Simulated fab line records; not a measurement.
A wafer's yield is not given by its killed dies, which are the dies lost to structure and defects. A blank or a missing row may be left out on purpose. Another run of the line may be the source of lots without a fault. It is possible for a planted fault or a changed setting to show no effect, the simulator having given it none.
fab line records    flow sky130
record lots=13  wafers=39  last_day=50
route steps=708 shown VT_ADJUST_HVTR@140 SD_N@354 LI_CONTACT@374 LOCAL_INTERCONNECT@398
lots with no fault: from the same line, run without faults
start_h: start of the lot's first displayed wafer, in hours after the record's first day    wait_h: how many hours have passed since the lot's step before this one    " same as the row above    L1.1+2: a single row standing in for several wafers    - no value, or no start was given    * or withheld: withheld    < > ~ a bound
route shown NAME@n: names a module that has steps shown in the file, with the first one's number in the route    usual: mean/standard deviation of fault-free wafers    same: alike in all rows    chamber/n: place in a boat    sites: per-site readings    _std_site: the values' standard deviation    _edge_site: mean of outer sites minus mean of inner sites    radius_mm: for every site, how far away it sits from the centre of the wafer    mask NAME#n: copy n    behind: tool/chamber where the wafer was last shaped    hold: cause of the lot's hold/its duration in hours/its outcome    device: the transistor (n, p or np) that didn't switch    end of line: the route-end tests of the same wafers    a step without rows: its recipe alone    killed: the dies lost at the first sort to structure and to defects; this is not the yield of the wafer    map: a wafer's dies, marking killed ones x, the rest . and places with no die _
set.NAME: the setting as run; set.NAME@STEP: as run at that earlier step    model.NAME: the simulator's own value behind a step, which no gauge read
one table for each step of the route and one row for each wafer, over a sample of lots
services: the hour from which a tool's chamber was out of use, counted from the record's first day as start_h (under 0 if before that day), plus the number of hours and why
## steps
# step SKY_VT_ADJUST_HVTR_IMPLANT_09
# recipe species=B  energy_kev=10  dose_cm2=2.1e+12  tilt_deg=withheld
# usual beam_on_s=9.99/0.21  dose_ions_cm2=2.1004e+12/2.2e+09  faraday_current_uA=11.85/0.25
lot.wafer  tool          chamber  start_h  wait_h  beam_on_s  dose_ions_cm2  faraday_current_uA
L738.3     implanter-04  0        203.51   0.1     10.00      2.1008e+12     11.82
L738.4     "             0        "        "       10.15      2.0962e+12     11.64
L738.6     "             0        "        "       9.46       2.101e+12      12.41
L739.2     implanter-02  0        207.38   0.0     9.92       2.0997e+12     11.91
L739.4     "             0        "        "       9.83       2.1002e+12     12.11
L739.6     "             0        "        "       10.04      2.1019e+12     11.73
L740.1     implanter-04  0        216.80   0.0     9.84       2.1007e+12     12.04
L740.2     "             0        "        "       9.79       2.0984e+12     12.05
L740.6     "             0        "        "       10.19      2.0983e+12     11.63
L743.1     implanter-04  0        239.04   0.0     9.92       2.1e+12        11.89
L743.3     "             0        "        "       10.28      2.0995e+12     11.54
L743.5     "             0        "        "       9.72       2.0995e+12     12.13
L744.2     implanter-01  0        244.53   0.0     9.89       2.098e+12      11.99
L744.3     "             0        "        "       10.09      2.1013e+12     11.77
L744.4     "             0        "        "       10.14      2.102e+12      11.68
L746.1     implanter-02  0        262.85   0.0     10.00      2.1015e+12     11.87
L746.4     "             0        "        "       10.03      2.0983e+12     11.87
L746.5     "             0        "        "       10.19      2.1002e+12     11.60
L749.1     implanter-02  0        283.36   0.0     9.63       8.871e+11      5.18
L749.3     "             0        "        "       10.01      8.858e+11      4.99
L749.4     "             0        "        "       9.84       8.85e+11       5.07
L752.2     implanter-02  0        307.98   0.0     9.79       8.856e+11      5.10
L752.4     "             0        "        "       9.69       8.873e+11      5.13
L752.5     "             0        "        "       10.05      8.851e+11      4.96
L756.3     implanter-04  0        335.74   0.1     10.09      2.0983e+12     11.81
L756.5     "             0        "        "       9.83       2.1012e+12     12.03
L756.6     "             0        "        "       10.07      2.1003e+12     11.82
L758.3     implanter-01  0        357.65   0.1     9.72       2.0994e+12     12.23
L758.4     "             0        "        "       9.92       2.0999e+12     12.02
L758.6     "             0        "        "       9.96       2.1033e+12     11.81
L759.2     implanter-04  0        365.32   0.0     10.10      2.0955e+12     11.74
L759.3     "             0        "        "       9.81       2.0957e+12     12.10
L759.5     "             0        "        "       10.04      2.0958e+12     11.79
L760.3     implanter-04  0        375.11   0.1     9.94       2.0985e+12     11.87
L760.5     "             0        "        "       10.01      2.101e+12      11.80
L760.6     "             0        "        "       9.90       2.1001e+12     11.95
L761.2     implanter-01  0        376.92   0.0     9.97       2.1023e+12     11.79
L761.4     "             0        "        "       10.08      2.0998e+12     11.82
L761.6     "             0        "        "       9.63       2.0992e+12     12.32
# step SKY_VT_ADJUST_HVTR_TW_MEAS_11
# usual VT_ADJUST_HVTR_TW=211.1/2.4
lot.wafer  tool           chamber  start_h  wait_h  VT_ADJUST_HVTR_TW
L738.3     film_metro-03  -        203.73   0.1     207.7
L738.4     "              -        "        "       207.2
L738.6     "              -        "        "       207.7
L739.2     film_metro-04  -        207.61   0.1     215.4
L739.4     "              -        "        "       213.9
L739.6     "              -        "        "       215.5
L740.1     film_metro-03  -        217.05   0.1     209.6
L740.2     "              -        "        "       209.2
L740.6     "              -        "        "       210.0
L743.1     film_metro-03  -        239.29   0.1     209.8
L743.3     "              -        "        "       209.4
L743.5     "              -        "        "       209.1
L744.2     film_metro-03  -        244.76   0.1     208.4
L744.3     "              -        "        "       206.9
L744.4     "              -        "        "       208.4
L746.1     film_metro-02  -        263.10   0.1     211.3
L746.4     "              -        "        "       212.7
L746.5     "              -        "        "       213.1
L749.1     film_metro-03  -        283.61   0.1     164.1
L749.3     "              -        "        "       165.2
L749.4     "              -        "        "       164.0
L752.2     film_metro-04  -        308.21   0.1     168.5
L752.4     "              -        "        "       168.3
L752.5     "              -        "        "       168.6
L756.3     film_metro-04  -        335.96   0.1     213.8
L756.5     "              -        "        "       212.6
L756.6     "              -        "        "       212.0
L758.3     film_metro-04  -        357.87   0.1     213.8
L758.4     "              -        "        "       214.2
L758.6     "              -        "        "       212.4
L759.2     film_metro-04  -        365.55   0.1     213.9
L759.3     "              -        "        "       213.9
L759.5     "              -        "        "       213.5
L760.3     film_metro-02  -        375.33   0.1     210.8
L760.5     "              -        "        "       211.9
L760.6     "              -        "        "       211.3
L761.2     film_metro-03  -        377.16   0.1     209.0
L761.4     "              -        "        "       208.7
L761.6     "              -        "        "       208.1
# step SKY_SD_N_TW_MEAS_12
# usual SD_N_TW=3971/42
lot.wafer  tool           chamber  start_h  wait_h  SD_N_TW
L738.3     film_metro-01  -        636.53   0.1     3891
L738.4     "              -        "        "       3912
L738.6     "              -        "        "       3906
L739.2     film_metro-01  -        647.46   0.1     3927
L739.4     "              -        "        "       3910
L739.6     "              -        "        "       3912
L740.1     film_metro-01  -        681.90   0.1     3946
L740.2     "              -        "        "       3943
L740.6     "              -        "        "       3963
L743.1     film_metro-04  -        684.81   0.1     4000
L743.3     "              -        "        "       4012
L743.5     "              -        "        "       4010
L744.2     film_metro-04  -        693.42   0.1     4031
L744.3     "              -        "        "       4035
L744.4     "              -        "        "       4028
L746.1     film_metro-04  -        715.81   0.1     4037
L746.4     "              -        "        "       4056
L746.5     "              -        "        "       4058
L749.1     film_metro-01  -        734.01   0.1     3956
L749.3     "              -        "        "       3944
L749.4     "              -        "        "       3938
L752.2     film_metro-04  -        760.44   0.1     3990
L752.4     "              -        "        "       3999
L752.5     "              -        "        "       4022
L756.3     film_metro-02  -        786.30   0.1     3943
L756.5     "              -        "        "       3956
L756.6     "              -        "        "       3961
L758.3     film_metro-01  -        806.92   0.1     3919
L758.4     "              -        "        "       3932
L758.6     "              -        "        "       3928
L759.2     film_metro-04  -        813.46   0.1     3988
L759.3     "              -        "        "       3997
L759.5     "              -        "        "       3985
L761.2     film_metro-02  -        850.79   0.1     3995
L761.4     "              -        "        "       4005
L761.6     "              -        "        "       4001
L760.3     film_metro-01  -        852.60   0.1     3937
L760.5     "              -        "        "       3931
L760.6     "              -        "        "       3935
# step SKY_LI_CONTACT_CD_MEAS_12
# recipe target_cd_nm=170
# usual cd_nm=169.6/1.8
lot.wafer  tool       chamber  start_h  wait_h  cd_nm
L738.3     cd_sem-02  -        666.43   -       169.3
L738.4     "          -        "        "       170.8
L738.6     "          -        "        "       169.5
L739.2     cd_sem-02  -        676.71   -       170.3
L739.4     "          -        "        "       170.8
L739.6     "          -        "        "       169.7
L740.1     cd_sem-02  -        710.59   -       167.7
L740.2     "          -        "        "       168.7
L740.6     "          -        "        "       171.1
L743.1     cd_sem-01  -        713.49   -       167.9
L743.3     "          -        "        "       169.0
L743.5     "          -        "        "       169.5
L744.2     cd_sem-02  -        722.21   -       169.4
L744.3     "          -        "        "       169.8
L744.4     "          -        "        "       169.3
L746.1     cd_sem-02  -        744.85   -       165.5
L746.4     "          -        "        "       166.4
L746.5     "          -        "        "       165.0
L749.1     cd_sem-02  -        761.79   -       172.8
L749.3     "          -        "        "       172.3
L749.4     "          -        "        "       172.3
L752.2     cd_sem-02  -        788.46   -       169.6
L752.4     "          -        "        "       170.7
L752.5     "          -        "        "       170.0
L756.3     cd_sem-02  -        813.88   -       171.7
L756.5     "          -        "        "       169.6
L756.6     "          -        "        "       171.4
L758.3     cd_sem-01  -        834.63   -       167.3
L758.4     "          -        "        "       167.3
L758.6     "          -        "        "       168.9
L759.2     cd_sem-02  -        841.11   -       168.2
L759.3     "          -        "        "       169.0
L759.5     "          -        "        "       168.5
L761.2     cd_sem-01  -        877.62   -       171.7
L761.4     "          -        "        "       170.8
L761.6     "          -        "        "       172.5
L760.3     cd_sem-02  -        879.99   -       172.1
L760.5     "          -        "        "       172.0
L760.6     "          -        "        "       171.7
# step SKY_LOCAL_INTERCONNECT_CD_MEAS_11
# recipe target_cd_nm=170
# usual cd_nm=170.5/1.7
lot.wafer  tool       chamber  start_h  wait_h  cd_nm
L738.3     cd_sem-02  -        695.98   -       170.1
L738.4     "          -        "        "       171.0
L738.6     "          -        "        "       170.0
L739.2     cd_sem-01  -        706.21   -       171.3
L739.4     "          -        "        "       171.8
L739.6     "          -        "        "       172.1
L740.1     cd_sem-02  -        739.12   -       170.7
L740.2     "          -        "        "       172.9
L740.6     "          -        "        "       172.5
L743.1     cd_sem-02  -        742.97   -       169.8
L743.3     "          -        "        "       170.4
L743.5     "          -        "        "       170.9
L744.2     cd_sem-02  -        751.32   -       172.4
L744.3     "          -        "        "       170.9
L744.4     "          -        "        "       171.7
L746.1     cd_sem-01  -        772.89   -       173.3
L746.4     "          -        "        "       173.3
L746.5     "          -        "        "       173.0
L749.1     cd_sem-02  -        789.92   -       171.1
L749.3     "          -        "        "       171.0
L749.4     "          -        "        "       171.4
L752.2     cd_sem-02  -        816.59   -       169.1
L752.4     "          -        "        "       167.4
L752.5     "          -        "        "       167.1
L756.3     cd_sem-02  -        842.16   -       167.9
L756.5     "          -        "        "       167.6
L756.6     "          -        "        "       167.7
L758.3     cd_sem-02  -        861.69   -       171.1
L758.4     "          -        "        "       172.6
L758.6     "          -        "        "       170.9
L759.2     cd_sem-02  -        868.77   -       170.0
L759.3     "          -        "        "       170.1
L759.5     "          -        "        "       171.8
L761.2     cd_sem-02  -        904.71   -       168.4
L761.4     "          -        "        "       168.2
L761.6     "          -        "        "       168.9
L760.3     cd_sem-02  -        907.13   -       172.4
L760.5     "          -        "        "       171.4
L760.6     "          -        "        "       171.0
## services
tool          chamber  start_h  hours  kind
implanter-04  -        180.61   6.0    repair
implanter-01  -        209.01   2.9    repair
implanter-04  -        223.65   6.5    repair
implanter-01  -        270.07   8.1    repair
implanter-02  -        289.32   6.4    repair
implanter-02  -        305.97   0.5    repair
implanter-02  -        332.93   4.2    pm
## key
first_sign step=SKY_VT_ADJUST_HVTR_IMPLANT_09  reading=dose_ions_cm2  direction=down  sigmas=99+  usual=*  struck=*
effect step=SKY_VT_ADJUST_HVTR_IMPLANT_09  reading=faraday_current_uA  direction=down  sigmas=27  usual=11.85  struck=5.07
effect step=SKY_VT_ADJUST_HVTR_TW_MEAS_11  reading=VT_ADJUST_HVTR_TW  direction=down  sigmas=18  usual=211.1  struck=166.4  through=control_loop
met_at SKY_VT_ADJUST_HVTR_IMPLANT_09
struck_lots L749,L752
tester_left_out L749,L752
loop_trim step=SKY_VT_ADJUST_HVTR_EXPOSE_04  setting=dose  lots=L752
not_acting_at SKY_SD_N_TW_MEAS_12,SKY_LI_CONTACT_CD_MEAS_12,SKY_LOCAL_INTERCONNECT_CD_MEAS_11
onset_between 262.85 283.36
fault kind=process_parameter_drift  tool=implanter-02  chamber=-  onset_h=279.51  steps=SKY_VT_ADJUST_HVTR_IMPLANT_09  channel=dose_cm2  offset=*  shape=step  end_h=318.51  acts_in=*  stated=*
# tester_left_out: of these lots the tester's yield and bins aren't shown, on N5 and GAA mostly nor the transistor test; their killed dies are dies lost to structure and defects alone, not to doping, threshold or leakage, so they don't give the yield
# loop_trim: a control loop set the setting to another value than it would have without faults
